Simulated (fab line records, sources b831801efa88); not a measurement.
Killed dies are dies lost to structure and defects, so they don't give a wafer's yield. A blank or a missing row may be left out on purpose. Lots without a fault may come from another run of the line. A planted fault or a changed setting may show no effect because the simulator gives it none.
Problem report in the 8D (eight disciplines) form, filled by code | flow sky130 | the parts of the form that need people (team, actions taken, sign-off) are left out

1. THE PROBLEM
plate_temp_C at SKY_FIELD_ISO_SOFTBAKE_09 reads a mean of 96.28 C on 6 wafers of 2 lots; wafers without a fault read 100.02 C with a standard deviation of 0.14. That is -27 standard deviations from the usual mean.
The step: time 90 s.
First seen on wafer L621.1, day 2 12:00, on litho_track-02. The record holds 39 wafers of 13 lots with a number at this step. Rule for "out", or "out of limits": more than 4 standard deviations from the usual mean. The other wafers with a number count as sound.

2. WHAT IT IS AND WHAT IT IS NOT
question                    | is                                 | is not
which readings at this step | plate_temp_C, heater_power_total_W | -
which lots                  | L621, L622                         | L618, L619, L620, L624, L631, L632, L635, L636, L637, L638, L640
which wafers of those lots  | all that have a number             | -
read on which tools         | litho_track-02                     | litho_track-01, litho_track-04
when                        | from day 2 12:00                   | up to then (9 sound wafers); but 24 sound wafers of L624, L631, L632, L635, L636, L637, L638, L640 came after

3. SUSPECTS, AND WHAT RULES EACH OUT
Counting: a tool at a process step up to the reading stays a suspect if it ran every lot that is out and no sound lot after the first of them.
- litho_track-02 at SKY_FIELD_ISO_SOFTBAKE_09 (time 90 s): ruled out as a lasting fault. Sound lots L636, L637 ran on it after its first lot that is out, L621 (day 2 12:00).
Left after counting: nothing in the record.

4. THE CAUSE (what the simulator had put in)
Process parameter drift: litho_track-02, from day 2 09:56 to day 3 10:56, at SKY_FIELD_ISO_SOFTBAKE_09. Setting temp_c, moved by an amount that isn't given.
Counting ruled it out, wrongly.

5. THE CHAIN OF EFFECTS, in route order
Each row: a reading whose mean over the struck wafers that have a number lies more than 3 standard deviations from the usual. Only readings for which the record gives a usual standard deviation are gone through. hours: the time from each lot's start at the first step in this table that gives one to its start at this step, as a median over the lots. sigmas: the change in usual standard deviations.
hours | step                      | reading              | usual    | on struck wafers | change | sigmas
0     | SKY_FIELD_ISO_SOFTBAKE_09 | heater_power_total_W | 57.36 W  | 54.34            | -3.02  | -25
0     | SKY_FIELD_ISO_SOFTBAKE_09 | plate_temp_C         | 100.02 C | 96.28            | -3.74  | -27
The process steps in it:
- SKY_FIELD_ISO_SOFTBAKE_09: time 90 s.

6. WHAT WOULD HAVE CAUGHT IT SOONER
In this record the first reading out of limits was taken at day 2 12:00, 2 hours after the fault began at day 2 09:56.
